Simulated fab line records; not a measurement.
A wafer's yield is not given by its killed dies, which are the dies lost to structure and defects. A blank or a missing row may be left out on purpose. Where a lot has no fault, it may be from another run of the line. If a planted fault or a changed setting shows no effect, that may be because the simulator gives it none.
Which tool was responsible? / flow sky130 / 10 lots with 30 wafers sampled at 5 steps, on a route of 708 steps

== WHAT EACH GAUGE READ, for each wafer ==
Not one reading of a measure or inspect step in the record can be checked against a usual standard deviation.

== WHICH TOOL RAN EACH LOT (tool, then ch and the chambers of the sampled wafers, then the start) ==
lot=L416; SKY_VIA2_STRIP_16=plasma_asher-01 ch 0,1, day 37 16:56; SKY_PASSIVATION_ETCH_11=rie_diel-01 ch 0,3, day 46 06:40; SKY_PASSIVATION_STRIP_12=plasma_asher-03 ch 0, day 46 06:46; SKY_PAD_OPEN_ETCH_07=rie_diel-01 ch 0,1,3, day 47 03:38; SKY_PAD_OPEN_PROBE_99=-
lot=L417; SKY_VIA2_STRIP_16=plasma_asher-03 ch 0,1, day 37 20:45; SKY_PASSIVATION_ETCH_11=rie_diel-03 ch 0,1, day 46 08:16; SKY_PASSIVATION_STRIP_12=plasma_asher-01 ch 0,1, day 46 08:25; SKY_PAD_OPEN_ETCH_07=rie_diel-02 ch 0,3, day 47 06:01; SKY_PAD_OPEN_PROBE_99=-
lot=L420; SKY_VIA2_STRIP_16=plasma_asher-03 ch 0,1, day 38 23:57; SKY_PASSIVATION_ETCH_11=rie_diel-04 ch 1,2, day 47 07:25; SKY_PASSIVATION_STRIP_12=plasma_asher-03 ch 0,1, day 47 07:34; SKY_PAD_OPEN_ETCH_07=rie_diel-04 ch 0,2,3, day 48 03:52; SKY_PAD_OPEN_PROBE_99=-
lot=L425; SKY_VIA2_STRIP_16=plasma_asher-03 ch 0,1, day 40 05:07; SKY_PASSIVATION_ETCH_11=rie_diel-04 ch 0,2,3, day 48 05:58; SKY_PASSIVATION_STRIP_12=plasma_asher-03 ch 0,1, day 48 06:04; SKY_PAD_OPEN_ETCH_07=rie_diel-04 ch 0,2,3, day 49 02:07; SKY_PAD_OPEN_PROBE_99=prober-02, day 49 04:26
lot=L431; SKY_VIA2_STRIP_16=plasma_asher-01 ch 0,1, day 42 02:35; SKY_PASSIVATION_ETCH_11=rie_diel-04 ch 0,1,2, day 49 19:52; SKY_PASSIVATION_STRIP_12=plasma_asher-02 ch 0,1, day 49 19:58; SKY_PAD_OPEN_ETCH_07=rie_diel-02 ch 0,1,3, day 50 13:05; SKY_PAD_OPEN_PROBE_99=prober-02, day 50 15:29
lot=L432; SKY_VIA2_STRIP_16=plasma_asher-02 ch 0,1, day 42 05:19; SKY_PASSIVATION_ETCH_11=rie_diel-03 ch 2,3, day 49 20:13; SKY_PASSIVATION_STRIP_12=plasma_asher-01 ch 0,1, day 49 20:22; SKY_PAD_OPEN_ETCH_07=rie_diel-01 ch 1,2,3, day 50 13:47; SKY_PAD_OPEN_PROBE_99=-
lot=L433; SKY_VIA2_STRIP_16=plasma_asher-02 ch 0,1, day 42 12:31; SKY_PASSIVATION_ETCH_11=rie_diel-03 ch 1,2,3, day 50 02:37; SKY_PASSIVATION_STRIP_12=plasma_asher-02 ch 0,1, day 50 02:43; SKY_PAD_OPEN_ETCH_07=rie_diel-04 ch 2,3, day 50 19:46; SKY_PAD_OPEN_PROBE_99=prober-02, day 50 22:10
lot=L434; SKY_VIA2_STRIP_16=plasma_asher-01 ch 0,1, day 42 14:00; SKY_PASSIVATION_ETCH_11=rie_diel-04 ch 0,1,2, day 50 03:10; SKY_PASSIVATION_STRIP_12=plasma_asher-03 ch 0,1, day 50 03:16; SKY_PAD_OPEN_ETCH_07=rie_diel-01 ch 0,1,3, day 50 20:37; SKY_PAD_OPEN_PROBE_99=-
lot=L436; SKY_VIA2_STRIP_16=plasma_asher-01 ch 0,1, day 43 05:59; SKY_PASSIVATION_ETCH_11=rie_diel-04 ch 0,1,3, day 50 15:40; SKY_PASSIVATION_STRIP_12=plasma_asher-01 ch 0,1, day 50 15:49; SKY_PAD_OPEN_ETCH_07=rie_diel-01 ch 0,3, day 51 08:31; SKY_PAD_OPEN_PROBE_99=-
lot=L438; SKY_VIA2_STRIP_16=plasma_asher-02 ch 1, day 43 19:11; SKY_PASSIVATION_ETCH_11=rie_diel-01 ch 1,2, day 51 02:10; SKY_PASSIVATION_STRIP_12=plasma_asher-03 ch 0,1, day 51 02:16; SKY_PAD_OPEN_ETCH_07=rie_diel-02 ch 0,1,3, day 51 17:49; SKY_PAD_OPEN_PROBE_99=-
- SKY_VIA2_STRIP_16: strips in O2/N2.
- SKY_PASSIVATION_ETCH_11: etches the open film in CF4/O2, stops on AlCu, target depth 725 nm, time 161.1 s.
- SKY_PASSIVATION_STRIP_12: strips in O2/N2.
- SKY_PAD_OPEN_ETCH_07: etches the open film in CF4/O2, stops on AlCu, target depth 725 nm, time 161.1 s.
- SKY_PAD_OPEN_PROBE_99

== AS READ BY THE TOOLS THEMSELVES (means over the sampled wafers that have a number; for cases with no such wafer, the mark the record gives instead) ==
SKY_VIA2_STRIP_16. Usual: drypump_motor_current_A 5.63 A, standard deviation 0.25; n2_flow_sccm 299.9 sccm, standard deviation 0.98; o2_flow_sccm 3001 sccm, standard deviation 8.4; oes_product_au 0.399 a.u., standard deviation 0.0043; strip_time_to_endpoint_s 4.048 s, standard deviation 0.025.
lot=L416; tool=plasma_asher-01; drypump_motor_current_A (A)=5.62; n2_flow_sccm (sccm)=299.4; o2_flow_sccm (sccm)=2995; oes_product_au (a.u.)=0.399; strip_time_to_endpoint_s (s)=4.067; flag=
lot=L417; tool=plasma_asher-03; drypump_motor_current_A (A)=5.40; n2_flow_sccm (sccm)=299.9; o2_flow_sccm (sccm)=3004; oes_product_au (a.u.)=0.398; strip_time_to_endpoint_s (s)=4.070; flag=
lot=L420; tool=plasma_asher-03; drypump_motor_current_A (A)=5.42; n2_flow_sccm (sccm)=299.8; o2_flow_sccm (sccm)=2997; oes_product_au (a.u.)=0.396; strip_time_to_endpoint_s (s)=4.042; flag=
lot=L425; tool=plasma_asher-03; drypump_motor_current_A (A)=5.63; n2_flow_sccm (sccm)=300.2; o2_flow_sccm (sccm)=2999; oes_product_au (a.u.)=0.395; strip_time_to_endpoint_s (s)=4.022; flag=
lot=L431; tool=plasma_asher-01; drypump_motor_current_A (A)=5.68; n2_flow_sccm (sccm)=300.1; o2_flow_sccm (sccm)=3003; oes_product_au (a.u.)=0.402; strip_time_to_endpoint_s (s)=4.055; flag=
lot=L432; tool=plasma_asher-02; drypump_motor_current_A (A)=5.81; n2_flow_sccm (sccm)=300.7; o2_flow_sccm (sccm)=3000; oes_product_au (a.u.)=0.401; strip_time_to_endpoint_s (s)=4.036; flag=
lot=L433; tool=plasma_asher-02; drypump_motor_current_A (A)=5.89; n2_flow_sccm (sccm)=300.7; o2_flow_sccm (sccm)=2997; oes_product_au (a.u.)=0.399; strip_time_to_endpoint_s (s)=4.045; flag=
lot=L434; tool=plasma_asher-01; drypump_motor_current_A (A)=5.62; n2_flow_sccm (sccm)=300.5; o2_flow_sccm (sccm)=3005; oes_product_au (a.u.)=0.395; strip_time_to_endpoint_s (s)=4.039; flag=
lot=L436; tool=plasma_asher-01; drypump_motor_current_A (A)=5.64; n2_flow_sccm (sccm)=300.9; o2_flow_sccm (sccm)=3001; oes_product_au (a.u.)=0.397; strip_time_to_endpoint_s (s)=4.040; flag=
lot=L438; tool=plasma_asher-02; drypump_motor_current_A (A)=5.72; n2_flow_sccm (sccm)=299.5; o2_flow_sccm (sccm)=2998; oes_product_au (a.u.)=0.402; strip_time_to_endpoint_s (s)=4.052; flag=

SKY_PASSIVATION_ETCH_11. Usual: drypump_motor_current_A 5.7 A, standard deviation 0.44; oes_product_au 0.978 a.u., standard deviation 0.0065; throttle_valve_pct 5.965 %, standard deviation 0.01.
lot=L416; tool=rie_diel-01; drypump_motor_current_A (A)=5.8; oes_product_au (a.u.)=0.981; throttle_valve_pct (%)=5.971; flag=
lot=L417; tool=rie_diel-03; drypump_motor_current_A (A)=6.4; oes_product_au (a.u.)=0.986; throttle_valve_pct (%)=5.983; flag=
lot=L420; tool=rie_diel-04; drypump_motor_current_A (A)=5.7; oes_product_au (a.u.)=0.980; throttle_valve_pct (%)=5.972; flag=
lot=L425; tool=rie_diel-04; drypump_motor_current_A (A)=5.7; oes_product_au (a.u.)=0.977; throttle_valve_pct (%)=5.962; flag=
lot=L431; tool=rie_diel-04; drypump_motor_current_A (A)=5.5; oes_product_au (a.u.)=0.977; throttle_valve_pct (%)=5.966; flag=
lot=L432; tool=rie_diel-03; drypump_motor_current_A (A)=5.3; oes_product_au (a.u.)=0.979; throttle_valve_pct (%)=5.967; flag=
lot=L433; tool=rie_diel-03; drypump_motor_current_A (A)=5.5; oes_product_au (a.u.)=0.970; throttle_valve_pct (%)=5.966; flag=
lot=L434; tool=rie_diel-04; drypump_motor_current_A (A)=5.6; oes_product_au (a.u.)=0.981; throttle_valve_pct (%)=5.961; flag=
lot=L436; tool=rie_diel-04; drypump_motor_current_A (A)=5.8; oes_product_au (a.u.)=0.971; throttle_valve_pct (%)=5.954; flag=
lot=L438; tool=rie_diel-01; drypump_motor_current_A (A)=5.3; oes_product_au (a.u.)=0.977; throttle_valve_pct (%)=5.957; flag=

SKY_PASSIVATION_STRIP_12. Usual: drypump_motor_current_A 5.61 A, standard deviation 0.27; n2_flow_sccm 300.0 sccm, standard deviation 0.99; o2_flow_sccm 3000 sccm, standard deviation 8.9; oes_product_au 0.661 a.u., standard deviation 0.0041; strip_time_to_endpoint_s 31.50 s, standard deviation 0.12.
lot=L416; tool=plasma_asher-03; drypump_motor_current_A (A)=5.84; n2_flow_sccm (sccm)=299.7; o2_flow_sccm (sccm)=3004; oes_product_au (a.u.)=0.662; strip_time_to_endpoint_s (s)=31.28; flag=
lot=L417; tool=plasma_asher-01; drypump_motor_current_A (A)=5.63; n2_flow_sccm (sccm)=300.3; o2_flow_sccm (sccm)=3003; oes_product_au (a.u.)=0.660; strip_time_to_endpoint_s (s)=31.45; flag=
lot=L420; tool=plasma_asher-03; drypump_motor_current_A (A)=5.42; n2_flow_sccm (sccm)=300.5; o2_flow_sccm (sccm)=3005; oes_product_au (a.u.)=0.659; strip_time_to_endpoint_s (s)=31.47; flag=
lot=L425; tool=plasma_asher-03; drypump_motor_current_A (A)=5.64; n2_flow_sccm (sccm)=301.1; o2_flow_sccm (sccm)=3006; oes_product_au (a.u.)=0.663; strip_time_to_endpoint_s (s)=31.62; flag=
lot=L431; tool=plasma_asher-02; drypump_motor_current_A (A)=5.85; n2_flow_sccm (sccm)=299.5; o2_flow_sccm (sccm)=3003; oes_product_au (a.u.)=0.660; strip_time_to_endpoint_s (s)=31.54; flag=
lot=L432; tool=plasma_asher-01; drypump_motor_current_A (A)=5.62; n2_flow_sccm (sccm)=300.3; o2_flow_sccm (sccm)=3002; oes_product_au (a.u.)=0.661; strip_time_to_endpoint_s (s)=31.61; flag=
lot=L433; tool=plasma_asher-02; drypump_motor_current_A (A)=5.87; n2_flow_sccm (sccm)=300.9; o2_flow_sccm (sccm)=2993; oes_product_au (a.u.)=0.658; strip_time_to_endpoint_s (s)=31.65; flag=
lot=L434; tool=plasma_asher-03; drypump_motor_current_A (A)=5.61; n2_flow_sccm (sccm)=299.5; o2_flow_sccm (sccm)=3004; oes_product_au (a.u.)=0.659; strip_time_to_endpoint_s (s)=31.64; flag=
lot=L436; tool=plasma_asher-01; drypump_motor_current_A (A)=5.64; n2_flow_sccm (sccm)=299.8; o2_flow_sccm (sccm)=3001; oes_product_au (a.u.)=0.659; strip_time_to_endpoint_s (s)=31.47; flag=
lot=L438; tool=plasma_asher-03; drypump_motor_current_A (A)=5.43; n2_flow_sccm (sccm)=299.5; o2_flow_sccm (sccm)=3001; oes_product_au (a.u.)=0.662; strip_time_to_endpoint_s (s)=31.41; flag=

SKY_PAD_OPEN_ETCH_07. Usual: drypump_motor_current_A 5.7 A, standard deviation 0.44; oes_product_au 0.977 a.u., standard deviation 0.0065; throttle_valve_pct 5.966 %, standard deviation 0.0093.
lot=L416; tool=rie_diel-01; drypump_motor_current_A (A)=5.5; oes_product_au (a.u.)=0.980; throttle_valve_pct (%)=5.972; flag=
lot=L417; tool=rie_diel-02; drypump_motor_current_A (A)=5.5; oes_product_au (a.u.)=0.983; throttle_valve_pct (%)=5.967; flag=
lot=L420; tool=rie_diel-04; drypump_motor_current_A (A)=5.6; oes_product_au (a.u.)=0.980; throttle_valve_pct (%)=5.966; flag=
lot=L425; tool=rie_diel-04; drypump_motor_current_A (A)=5.7; oes_product_au (a.u.)=0.978; throttle_valve_pct (%)=5.965; flag=
lot=L431; tool=rie_diel-02; drypump_motor_current_A (A)=5.6; oes_product_au (a.u.)=0.972; throttle_valve_pct (%)=5.960; flag=
lot=L432; tool=rie_diel-01; drypump_motor_current_A (A)=5.4; oes_product_au (a.u.)=0.979; throttle_valve_pct (%)=5.977; flag=
lot=L433; tool=rie_diel-04; drypump_motor_current_A (A)=5.9; oes_product_au (a.u.)=0.971; throttle_valve_pct (%)=5.963; flag=
lot=L434; tool=rie_diel-01; drypump_motor_current_A (A)=5.5; oes_product_au (a.u.)=0.977; throttle_valve_pct (%)=5.963; flag=
lot=L436; tool=rie_diel-01; drypump_motor_current_A (A)=5.9; oes_product_au (a.u.)=0.974; throttle_valve_pct (%)=5.964; flag=
lot=L438; tool=rie_diel-02; drypump_motor_current_A (A)=5.6; oes_product_au (a.u.)=0.977; throttle_valve_pct (%)=5.962; flag=

SKY_PAD_OPEN_PROBE_99. Usual: defect_limited_yield 82.8 %, standard deviation 2; killed_at_M0_to_M3 43, standard deviation 6.8; killed_at_M4_up 3.3, standard deviation 1.9; killed_at_contacts 24, standard deviation 5.3; killed_at_front_end 14, standard deviation 4.3; killed_at_other 0.3, standard deviation 0.62; killed_dies 85, standard deviation 9.8; killed_open 46, standard deviation 8; killed_short 39, standard deviation 5.9; sort_bin_3_pad_short 0.8 %, standard deviation 0.39; sort_bin_5_function 10.2 %, standard deviation 1.5; sort_bin_6_memory 6.2 %, standard deviation 1.2; sort_n_pass 407, standard deviation 9.8; sort_yield_pct 82.8 %, standard deviation 2.
lot=L425; tool=prober-02; defect_limited_yield (%)=78.7; killed_at_M0_to_M3=57; killed_at_M4_up=1.0; killed_at_contacts=28; killed_at_front_end=19; killed_at_other=0.0; killed_dies=105; killed_open=46; killed_short=45; sort_bin_3_pad_short (%)=1.2; sort_bin_5_function (%)=12.7; sort_bin_6_memory (%)=7.4; sort_n_pass=387; sort_yield_pct (%)=78.7; flag=
lot=L431; tool=prober-02; defect_limited_yield (%)=81.9; killed_at_M0_to_M3=45; killed_at_M4_up=1.0; killed_at_contacts=22; killed_at_front_end=21; killed_at_other=0.0; killed_dies=89; killed_open=47; killed_short=42; sort_bin_3_pad_short (%)=1.2; sort_bin_5_function (%)=11.2; sort_bin_6_memory (%)=5.7; sort_n_pass=403; sort_yield_pct (%)=81.9; flag=
lot=L433; tool=prober-02; defect_limited_yield (%)=85.0; killed_at_M0_to_M3=38; killed_at_M4_up=4.0; killed_at_contacts=18; killed_at_front_end=14; killed_at_other=0.0; killed_dies=74; killed_open=41; killed_short=33; sort_bin_3_pad_short (%)=0.8; sort_bin_5_function (%)=8.7; sort_bin_6_memory (%)=5.5; sort_n_pass=418; sort_yield_pct (%)=85.0; flag=

== THE ANSWER, worked out from the rows above alone ==
Rule: a lot is off if the mean of its wafers that have a number lies more than 3 standard deviations from the usual mean. A lot without any number at a reading at which 4 lots or more have one is off too. The other lots that the step has rows for count as sound. Order of review: gauges by route order, followed by the tools' own readings, for which a lot's mean as printed above is used. The first step at which some lot is off is used, and at that step the reading that is off furthest; a lot without a number counts as furthest.
None of the lots is off at any reading shown; this tells nothing.

== WHAT THE SIMULATOR HAD PUT IN ==
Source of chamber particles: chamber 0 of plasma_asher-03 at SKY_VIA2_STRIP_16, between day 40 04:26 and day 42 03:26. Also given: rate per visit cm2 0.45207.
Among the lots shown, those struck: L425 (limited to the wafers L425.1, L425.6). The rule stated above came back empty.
